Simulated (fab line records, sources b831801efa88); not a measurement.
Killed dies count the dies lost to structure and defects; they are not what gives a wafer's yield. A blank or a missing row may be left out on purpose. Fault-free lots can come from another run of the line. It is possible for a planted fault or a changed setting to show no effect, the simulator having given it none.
Problem report, 8D (eight disciplines) form, completed by code | flow gf180mcu | the parts of the form that need people (team, actions taken, sign-off) are left out

== 1. PROBLEM STATEMENT ==
Across 6 wafers from 2 lots, NSD_RS at GF_PSD_RS_MEAS_14 averages 48.78 ohm/sq, while fault-free wafers read 46.20 ohm/sq with a standard deviation of 0.098. That is +26 standard deviations from the usual mean.
The step: measures by four-point-probe.
Seen first at day 17 19:19 on film metro-02, wafer L568.1. The record has a number at this step for 30 wafers belonging to 10 lots. Rule for "out" (also "out of limits"): further than 4 standard deviations from the usual mean. Any other wafer with a number is counted as sound.

== 2. WHAT IT IS; WHAT IT IS NOT ==
question                    | is                           | is not
which readings at this step | NSD_RS                       | -
which lots                  | L568, L569                   | L559, L560, L563, L574, L575, L576, L578, L579
which wafers of those lots  | all that have a number       | -
read on which gauges        | film metro-02, film metro-03 | film metro-01
when                        | from day 17 19:19            | up to then (9 sound wafers); but 15 sound wafers of L574, L575, L576, L578, L579 came after

== 3. SUSPECTS, AND WHAT RULES EACH OUT ==
Counting: a tool at any process step up to the reading remains a suspect when it ran all the lots that are out and ran no sound lot after the first of those.
- the gauge at GF_PSD_RS_MEAS_14 is ruled out. 2 gauges (film metro-02, film metro-03) read the wafers that are out.
- implanter-02 at GF_NSD_IMPLANT_09: ruled out as a lasting fault. Sound lots L576, L578 ran on it after its first lot that is out, L568 (day 16 19:10).
- plasma asher-01 at GF_NSD_STRIP_11 (strips in O2/N2): ruled out as a lasting fault. Sound lots L579 ran on it after its first lot that is out, L568 (day 16 19:28).
- rtp anneal-01 at GF_PSD_RTA_13 (time 20 s): ruled out as a lasting fault. Sound lots L578, L579 ran on it after its first lot that is out, L568 (day 17 19:08).
Left after counting: nothing in the record.

== 4. THE CAUSE (what the simulator had put in) ==
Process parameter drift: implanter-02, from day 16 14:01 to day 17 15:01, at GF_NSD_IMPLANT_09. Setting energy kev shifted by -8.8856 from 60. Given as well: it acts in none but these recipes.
It was ruled out by counting, in error; the rule expects a fault to strike all lots run on its tool from its start on, and this fault did not.

== 5. THE EFFECT CHAIN, in route order ==
One row per reading whose mean, taken over the struck wafers that have a number, lies over 3 standard deviations from the usual. Only readings for which the record gives a usual standard deviation are gone through. hours: the time from each lot's start at the first step in this table that gives one to its start at this step, as a median over the lots. sigmas: the change in usual standard deviations.
hours | step              | reading                  | usual        | on struck wafers | change | sigmas
0     | GF_NSD_IMPLANT_09 | beam energy keV          | 60.000       | 51.115           | -8.885 | -99 or more
0     | GF_NSD_STRIP_11   | strip time to endpoint s | 22.96 s      | 21.76            | -1.20  | -30
24    | GF_PSD_RS_MEAS_14 | NSD_RS                   | 46.20 ohm/sq | 48.78            | +2.58  | +26
Process steps it contains:
- GF_NSD_IMPLANT_09
- GF_NSD_STRIP_11: strips in O2/N2.

== 6. HOW IT WOULD HAVE BEEN CAUGHT EARLIER ==
The first out-of-limits reading at a measuring or inspecting step in this record came at day 17 19:19, 29 hours after the fault's start at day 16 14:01.
Tool's own readings at GF_NSD_IMPLANT_09, beam energy keV: out on all struck wafers the step has rows for; an alarm limit on them would have tripped on the first.
